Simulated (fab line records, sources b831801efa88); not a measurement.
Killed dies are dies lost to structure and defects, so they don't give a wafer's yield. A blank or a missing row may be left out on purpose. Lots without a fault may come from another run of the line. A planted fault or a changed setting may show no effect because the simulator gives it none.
Chamber matching | flow sky130 | SKY_SONOS_ONO_ETCH_15 on rie_diel-02: 4 sister chambers
The step etches the open film in CHF3/O2, target depth 19.52 nm, time 7.8 s. 14 wafers are shown with their chamber, then 7 later ones without.

WAFERS WITH THEIR CHAMBER
wafer  | chamber | oes_product_au (a.u.) | throttle_valve_pct (%) | chf3_flow_sccm (sccm)
L086.1 | 2       | 1.023                 | 8.812                  | 49.94
L086.2 | 0       | 0.999                 | 8.822                  | 50.18
L086.3 | 1       | 0.979                 | 8.830                  | 49.74
L086.4 | 3       | 1.002                 | 8.817                  | 49.89
L086.5 | 0       | 1.001                 | 8.836                  | 50.26
L086.6 | 3       | 1.002                 | 8.819                  | 49.96
L087.1 | 2       | 1.017                 | 8.831                  | 50.03
L087.2 | 0       | 0.985                 | 8.822                  | 49.78
L087.5 | 2       | 1.020                 | 8.847                  | 50.22
L089.1 | 1       | 0.982                 | 8.825                  | 50.04
L089.2 | 0       | 0.991                 | 8.825                  | 49.95
L089.3 | 3       | 1.015                 | 8.823                  | 49.87
L089.4 | 2       | 1.036                 | 8.842                  | 50.23
L089.5 | 3       | 1.011                 | 8.824                  | 50.11

SIGNATURES (means of the wafers above)
reading            | chamber 0 | chamber 1 | chamber 2 | chamber 3 | scatter within a chamber
oes_product_au     | 0.99400   | 0.98050   | 1.02400   | 1.00750   | 0.00712
throttle_valve_pct | 8.82625   | 8.82750   | 8.83300   | 8.82075   | 0.00949
chf3_flow_sccm     | 50.0425   | 49.8900   | 50.1050   | 49.9575   | 0.169
Rule: a wafer's distance from a chamber is the root of the sum, over the readings, of the square of ((its reading less the chamber's mean) divided by the reading's scatter). The wafer belongs to the nearest chamber; if the next one is less than 2 further off, it can't be placed. The scatter: the root of (the sum of the squares of (reading less its chamber's mean) over the shown wafers, divided by (wafers less chambers)).

WAFERS WITHOUT THEIR CHAMBER
wafer  | oes_product_au (a.u.) | throttle_valve_pct (%) | chf3_flow_sccm (sccm)
L089.6 | 1.034                 | 8.829                  | 50.21
L092.1 | 1.001                 | 8.809                  | 49.85
L092.3 | 1.016                 | 8.828                  | 50.24
L092.6 | 0.994                 | 8.826                  | 49.73
L094.3 | 0.974                 | 8.816                  | 50.00
L094.4 | 1.023                 | 8.832                  | 49.86
L094.6 | 0.984                 | 8.811                  | 49.89

WHICH CHAMBER EACH WENT THROUGH
wafer  | from the rows above          | in truth
L089.6 | 2                            | 2
L092.1 | can't be placed: 3 or 0 or 1 | 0
L092.3 | can't be placed: 2 or 3 or 0 | 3
L092.6 | can't be placed: 0 or 1 or 3 | 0
L094.3 | can't be placed: 1 or 0      | 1
L094.4 | can't be placed: 2 or 3      | 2
L094.6 | can't be placed: 1 or 0 or 3 | 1
Placed correctly: 1 of 7. Can't be placed from these rows: 6 (the true chamber is among the candidates in 6). Placed wrongly: 0.
